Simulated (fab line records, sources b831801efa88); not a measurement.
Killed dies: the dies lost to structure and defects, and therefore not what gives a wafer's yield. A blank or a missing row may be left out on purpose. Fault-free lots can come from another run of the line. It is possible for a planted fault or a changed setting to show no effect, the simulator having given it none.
Which of the tools did it? | flow sky130 | Sampling: 6 lots, 18 wafers, 3 of 708 route steps

WHAT EACH GAUGE READ, for each wafer
SKY_SONOS_TUNNEL_CD_MEAS_07 targets a cd of 410 nm.
lot  | measured     | on        | cd_nm (nm)
L840 | day 13 00:20 | cd_sem-02 | 409.3 410.7 409.8
L842 | day 13 15:58 | cd_sem-01 | 410.3 408.9 407.4
L850 | day 16 08:50 | cd_sem-02 | - - -
L852 | day 16 23:35 | cd_sem-01 | 413.9 412.4 411.4
L854 | day 18 00:11 | cd_sem-02 | 414.1 413.7 411.7
L856 | day 18 09:01 | cd_sem-01 | 411.0 410.0 410.6

EACH LOT AND THE TOOL THAT RAN IT (in order: tool; ch and the chambers of the sampled wafers; start)
lot  | SKY_VT_ADJUST_PCH_STRIP_09           | SKY_SONOS_TUNNEL_COAT_02
L840 | plasma_asher-03 ch 0, day 11 23:34   | litho_track-02 ch 0, day 12 11:50
L842 | plasma_asher-03 ch 0,1, day 12 15:49 | litho_track-03 ch 0, day 13 03:56
L850 | plasma_asher-04 ch 0,1, day 15 05:19 | litho_track-02, day 15 17:58
L852 | plasma_asher-04 ch 1, day 15 19:37   | litho_track-03 ch 0, day 16 09:49
L854 | plasma_asher-03 ch 0,1, day 16 19:03 | litho_track-03 ch 0, day 17 09:43
L856 | plasma_asher-03 ch 0,1, day 17 03:40 | litho_track-03 ch 0, day 17 18:11
- SKY_VT_ADJUST_PCH_STRIP_09: strips in O2/N2.
- SKY_SONOS_TUNNEL_COAT_02: resist thk 1140 nm.

THE ANSWER, worked out from the rows above alone
Rule: usual is defined by the lots themselves. The widest of any qualifying gaps counts: lots, ordered by their means at a reading, are off when they make up no more than a third of the lots, leave a main group of 4 or more, and stand apart from it by 3 or more times the standard deviation of that group's means. A main group whose means are all the same, to the digits that the tables above print for the reading, isn't used. Also off: a lot with no number at a reading for which 4 or more lots have one. Where the step has rows for the other lots, those lots are counted as sound.
Off at SKY_SONOS_TUNNEL_CD_MEAS_07 (cd_nm): L850. Without a number there: L850. Mean 411.0 nm and standard deviation 1.6 in the main group.
If a tool, at a process step before that reading, ran all the lots that are off and no sound lot after the first of them, it fits. The gauges at SKY_SONOS_TUNNEL_CD_MEAS_07 are tried like those tools. One candidate fits, namely litho_track-02 at SKY_SONOS_TUNNEL_COAT_02. A fault onset in the window from L840 (day 12 11:50, its last sound lot) to L850 (day 15 17:58, its first lot off) fits.

WHAT THE SIMULATOR HAD PUT IN
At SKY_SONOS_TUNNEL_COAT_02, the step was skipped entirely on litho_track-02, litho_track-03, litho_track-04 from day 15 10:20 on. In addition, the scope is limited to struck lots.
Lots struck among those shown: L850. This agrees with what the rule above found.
